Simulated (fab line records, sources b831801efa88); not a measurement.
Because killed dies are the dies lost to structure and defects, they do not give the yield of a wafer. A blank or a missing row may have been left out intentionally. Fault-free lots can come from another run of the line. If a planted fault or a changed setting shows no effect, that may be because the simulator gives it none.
The tool behind it: which one? + flow sky130 + 30 wafers from 10 lots sampled at 5 of the route's 708 steps

== WHAT THE GAUGES READ, wafer by wafer ==
SKY_VIA2_BOW_MEAS_03.
| lot  | measured     | on            | VIA2_BOW (um) |
|------|--------------|---------------|---------------|
| L835 | day 35 13:52 | film_metro-01 | 105 104 91    |
| L836 | day 35 20:13 | film_metro-03 | 78 76 75      |
| L837 | day 36 05:52 | film_metro-01 | 96 85 86      |
| L844 | day 38 11:41 | film_metro-04 | 76 78 74      |
| L846 | day 39 06:43 | film_metro-04 | 75 75 75      |
| L856 | day 41 22:52 | film_metro-01 | 78 85 77      |
| L857 | day 42 03:10 | film_metro-04 | 83 83 83      |

== WHAT TOOL EACH LOT RAN ON (gives the tool, then ch and the chambers of the sampled wafers, and finally the start) ==
| lot  | SKY_VIA1_CMP_24               | SKY_METAL2_DESCUM_17              | SKY_METAL2_METAL_ETCH_19          | SKY_METAL2_STRIP_20                  |
|------|-------------------------------|-----------------------------------|-----------------------------------|--------------------------------------|
| L835 | cmp-02 ch 2,3, day 34 08:19   | rie_metal-04 ch 0,1, day 35 12:31 | rie_metal-04 ch 0,1, day 35 12:37 | plasma_asher-04 ch 0,1, day 35 12:42 |
| L836 | cmp-01 ch 1,2,3, day 34 14:32 | rie_metal-01 ch 0,1, day 35 18:53 | rie_metal-01 ch 0,1, day 35 18:59 | plasma_asher-01 ch 0,1, day 35 19:05 |
| L837 | cmp-01 ch 0,1,3, day 35 00:49 | rie_metal-02 ch 0,1, day 36 04:35 | rie_metal-02 ch 0,1, day 36 04:41 | plasma_asher-04 ch 0,1, day 36 04:47 |
| L844 | cmp-01 ch 2,3, day 37 07:53   | rie_metal-04 ch 0,1, day 38 10:22 | rie_metal-04 ch 0,1, day 38 10:28 | plasma_asher-01 ch 0,1, day 38 10:33 |
| L846 | cmp-02 ch 0,3, day 38 03:27   | rie_metal-04 ch 0,1, day 39 04:53 | rie_metal-04 ch 0,1, day 39 04:59 | plasma_asher-01 ch 0,1, day 39 05:05 |
| L851 | cmp-01 ch 1,3, day 39 12:47   | rie_metal-01 ch 0,1, day 40 14:04 | rie_metal-01 ch 0,1, day 40 14:10 | plasma_asher-02 ch 0,1, day 40 14:15 |
| L852 | cmp-01 ch 1,3, day 39 19:25   | rie_metal-04 ch 0,1, day 40 20:21 | rie_metal-04 ch 0,1, day 40 20:28 | plasma_asher-04 ch 0,1, day 40 20:34 |
| L853 | cmp-02 ch 0,1, day 40 13:11   | rie_metal-01 ch 0,1, day 41 14:26 | rie_metal-01 ch 0,1, day 41 14:34 | plasma_asher-04 ch 0,1, day 41 14:41 |
| L856 | cmp-02 ch 0,2,3, day 40 21:15 | rie_metal-01 ch 0,1, day 41 21:33 | rie_metal-01 ch 0,1, day 41 21:40 | plasma_asher-01 ch 0,1, day 41 21:46 |
| L857 | cmp-02 ch 2,3, day 41 01:19   | rie_metal-01 ch 0,1, day 42 01:50 | rie_metal-01 ch 0,1, day 42 01:56 | plasma_asher-01 ch 0,1, day 42 02:02 |
- SKY_VIA1_CMP_24: polishes, stops on SiO2, t overpolish 15 s, target thk 0 nm.
- SKY_METAL2_DESCUM_17: chemistry O2, time 8 s.
- SKY_METAL2_METAL_ETCH_19: etches the open film in Cl2/BCl3, stops on SiO2, target depth 360 nm, time 78 s.
- SKY_METAL2_STRIP_20: strips in O2/N2.

== THE ANSWER, worked out from the rows above alone ==
Rule: usual is defined by the lots themselves. Put in order of their means at a reading, lots are off if they are a third of the lots or fewer, leave a main group of 4 or more, and stand apart from it by a gap of 3 or more times the standard deviation of the main group's means; of several such gaps the widest counts. If all means in a main group match to the digits the tables above print for the reading, that group is not used. A lot without any number at a reading at which 4 lots or more have one is off too. All remaining lots with rows at the step are treated as sound.
Across all readings shown, no lot is off: no conclusion can be drawn from this.

== WHAT THE SIMULATOR HAD INSERTED ==
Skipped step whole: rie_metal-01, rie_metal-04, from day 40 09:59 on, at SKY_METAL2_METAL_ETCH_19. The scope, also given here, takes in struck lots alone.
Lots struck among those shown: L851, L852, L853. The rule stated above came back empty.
